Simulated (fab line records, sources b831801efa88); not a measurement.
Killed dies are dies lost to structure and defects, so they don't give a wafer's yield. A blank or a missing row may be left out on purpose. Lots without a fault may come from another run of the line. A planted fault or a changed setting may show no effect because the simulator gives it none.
Which tool did it? | flow sky130 | 12 lots, 36 wafers sampled, at 5 steps of a route of 708

WHAT THE GAUGES READ, wafer by wafer
SKY_GATE_OXIDE_TW_MEAS_14.
lot  | measured     | on            | GATE_OXIDE_TW
L637 | day 13 19:34 | film_metro-01 | 225.3 224.5 223.7
L638 | day 13 22:02 | film_metro-03 | 222.4 223.7 224.9
L641 | day 15 08:43 | film_metro-01 | 224.5 224.6 225.9
L643 | day 16 02:47 | film_metro-02 | 225.3 224.3 225.0
L644 | day 16 11:34 | film_metro-03 | 223.4 222.5 222.7
L646 | day 16 23:57 | film_metro-03 | 222.2 222.2 222.3
L648 | day 17 20:41 | film_metro-02 | 223.7 224.2 224.6
L651 | day 18 14:02 | film_metro-01 | 224.3 224.2 224.6
L657 | day 20 23:58 | film_metro-02 | 204.6 204.7 204.0 202.6 204.4 204.7
L658 | day 21 03:02 | film_metro-03 | 202.2 201.9 200.3 200.4 201.9 200.8
L659 | day 21 17:16 | film_metro-03 | 221.3 221.2 220.8
L660 | day 21 21:16 | film_metro-02 | 223.7 225.1 225.4

SKY_CONTACT_THK_MEAS_01.
lot  | measured     | on            | CONTACT_CVD_00_THK (nm)
L637 | day 30 08:47 | film_metro-02 | 75.8 76.0 76.5
L638 | day 30 13:29 | film_metro-02 | 74.9 74.4 73.8
L641 | day 32 00:29 | film_metro-02 | 74.0 75.7 74.8
L643 | day 32 18:36 | film_metro-01 | 76.6 76.6 76.3
L644 | day 32 23:49 | film_metro-02 | 74.9 75.1 74.7
L646 | day 33 11:22 | film_metro-01 | 74.3 74.6 73.1
L648 | day 34 09:54 | film_metro-02 | 72.7 73.5 74.3
L651 | day 34 21:08 | film_metro-02 | 75.2 76.4 76.7
L657 | day 36 20:34 | film_metro-01 | 74.3 74.2 74.5
L658 | day 37 02:55 | film_metro-02 | 74.1 74.1 74.6
L659 | day 37 10:59 | film_metro-02 | 72.9 73.7 73.7
L660 | day 37 16:22 | film_metro-04 | 73.9 73.6 76.5

SKY_VIA1_THK_MEAS_01.
lot  | measured     | on            | VIA1_HDPCVD_THK (nm)
L637 | day 32 19:15 | film_metro-03 | 1037 1038 1041
L638 | day 32 23:49 | film_metro-04 | 1021 1031 1018
L641 | day 34 08:08 | film_metro-01 | 1024 1042 1042
L643 | day 35 02:24 | film_metro-03 | 1017 1036 1016
L644 | day 35 08:08 | film_metro-03 | 1028 1010 1017
L646 | day 35 18:23 | film_metro-03 | 1021 1017 1014
L648 | day 36 17:41 | film_metro-01 | 1025 1034 1024
L651 | day 37 06:20 | film_metro-03 | 1024 1025 1025
L657 | day 39 02:58 | film_metro-03 | 1014 1032 1016
L658 | day 39 08:05 | film_metro-03 | 1032 1035 1017
L659 | day 39 15:38 | film_metro-04 | 1036 1035 1024
L660 | day 39 21:24 | film_metro-04 | 1045 1043 1038

WHICH TOOL RAN EACH LOT (tool, then ch and the chambers of the sampled wafers, then the start)
lot  | SKY_GATE_OXIDE_IMPLANT_11       | SKY_CONTACT_CVD_00
L637 | implanter-04 ch 0, day 13 19:13 | pecvd-01 ch 0,2, day 30 08:46
L638 | implanter-03 ch 0, day 13 21:41 | pecvd-03 ch 0,2, day 30 13:26
L641 | implanter-02 ch 0, day 15 08:22 | pecvd-03 ch 0,2, day 32 00:28
L643 | implanter-03 ch 0, day 16 02:28 | pecvd-02 ch 0,2, day 32 18:33
L644 | implanter-02 ch 0, day 16 11:13 | pecvd-01 ch 0,1,2, day 32 23:47
L646 | implanter-02 ch 0, day 16 23:39 | pecvd-03 ch 0,1,2, day 33 11:19
L648 | implanter-04 ch 0, day 17 20:22 | pecvd-03 ch 1,2, day 34 09:51
L651 | implanter-03 ch 0, day 18 13:43 | pecvd-01 ch 0,2, day 34 21:05
L657 | implanter-03 ch 0, day 20 23:37 | pecvd-03 ch 1,2, day 36 20:32
L658 | implanter-03 ch 0, day 21 02:43 | pecvd-03 ch 1,2, day 37 02:52
L659 | implanter-04 ch 0, day 21 16:56 | pecvd-02 ch 0,1, day 37 10:56
L660 | implanter-02 ch 0, day 21 20:55 | pecvd-01 ch 0,1,2, day 37 16:14
- SKY_GATE_OXIDE_IMPLANT_11
- SKY_CONTACT_CVD_00: deposits Si3N4, target thk 75 nm.

WHAT THE TOOLS THEMSELVES READ (means of the sampled wafers that have a number; where no wafer has one, the mark that the record gives instead)
SKY_GATE_OXIDE_IMPLANT_11.
lot  | tool         | beam_on_s (s) | dose_ions_cm2 | faraday_current_uA
L637 | implanter-04 | 10.11         | 2.601e+12     | 14.54
L638 | implanter-03 | 10.12         | 2.604e+12     | 14.49
L641 | implanter-02 | 10.11         | 2.600e+12     | 14.51
L643 | implanter-03 | 9.96          | 2.598e+12     | 14.74
L644 | implanter-02 | 9.86          | 2.598e+12     | 14.88
L646 | implanter-02 | 10.04         | 2.601e+12     | 14.57
L648 | implanter-04 | 9.91          | 2.597e+12     | 14.78
L651 | implanter-03 | 9.98          | 2.603e+12     | 14.74
L657 | implanter-03 | 10.02         | 1.857e+12     | 10.44
L658 | implanter-03 | 10.02         | 1.858e+12     | 10.46
L659 | implanter-04 | 10.02         | 2.603e+12     | 14.63
L660 | implanter-02 | 9.98          | 2.604e+12     | 14.71

SKY_CONTACT_CVD_00.
lot  | tool     | heater_power_w (W)
L637 | pecvd-01 | 779
L638 | pecvd-03 | 713
L641 | pecvd-03 | 727
L643 | pecvd-02 | 698
L644 | pecvd-01 | 696
L646 | pecvd-03 | 799
L648 | pecvd-03 | 917
L651 | pecvd-01 | 760
L657 | pecvd-03 | 876
L658 | pecvd-03 | 828
L659 | pecvd-02 | 724
L660 | pecvd-01 | 643

THE ANSWER, worked out from the rows above alone
Rule: what is usual is taken from the lots themselves. Put in order of their means at a reading, lots are off if they are a third of the lots or fewer, leave a main group of 4 or more, and stand apart from it by a gap of 3 or more times the standard deviation of the main group's means; of several such gaps the widest counts. A main group whose means are all the same, to the digits that the tables above print for the reading, isn't used. A lot without any number at a reading at which 4 lots or more have one is off too. The other lots that the step has rows for count as sound. The gauges are gone through in route order, then the tools' own readings, and for those a lot's mean is taken as printed above. The first step at which some lot is off is used, and at that step the reading that is off furthest; a lot without a number counts as furthest.
Off: L657, L658, at SKY_GATE_OXIDE_TW_MEAS_14 (GATE_OXIDE_TW). The main group: mean 223.8, standard deviation 1.2.
A tool fits if, at a process step before that reading, it ran every lot that is off, and no sound lot after the first of them. The gauges at SKY_GATE_OXIDE_TW_MEAS_14 aren't tried: what is off there is off at SKY_GATE_OXIDE_IMPLANT_11 too, on other tools, and a gauge's error can't cause that. One fits: implanter-03 at SKY_GATE_OXIDE_IMPLANT_11. Its last sound lot is L651 (day 18 13:43), its first lot that is off L657 (day 20 23:37): a fault that began between those two fits.
The tool's own readings at SKY_GATE_OXIDE_IMPLANT_11 bear it out: on the lots that are off they differ by more than 5 times the standard deviation of the sound lots' means. dose_ions_cm2 reads 1.858e+12 there against 2.601e+12 on the sound lots; faraday_current_uA reads 10.45 there against 14.66 on the sound lots.

WHAT THE SIMULATOR HAD PUT IN
Process parameter drift: implanter-03, from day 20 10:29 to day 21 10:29, at SKY_GATE_OXIDE_IMPLANT_11. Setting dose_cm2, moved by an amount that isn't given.
Lots struck among those shown: L657, L658. The rule above found the same.
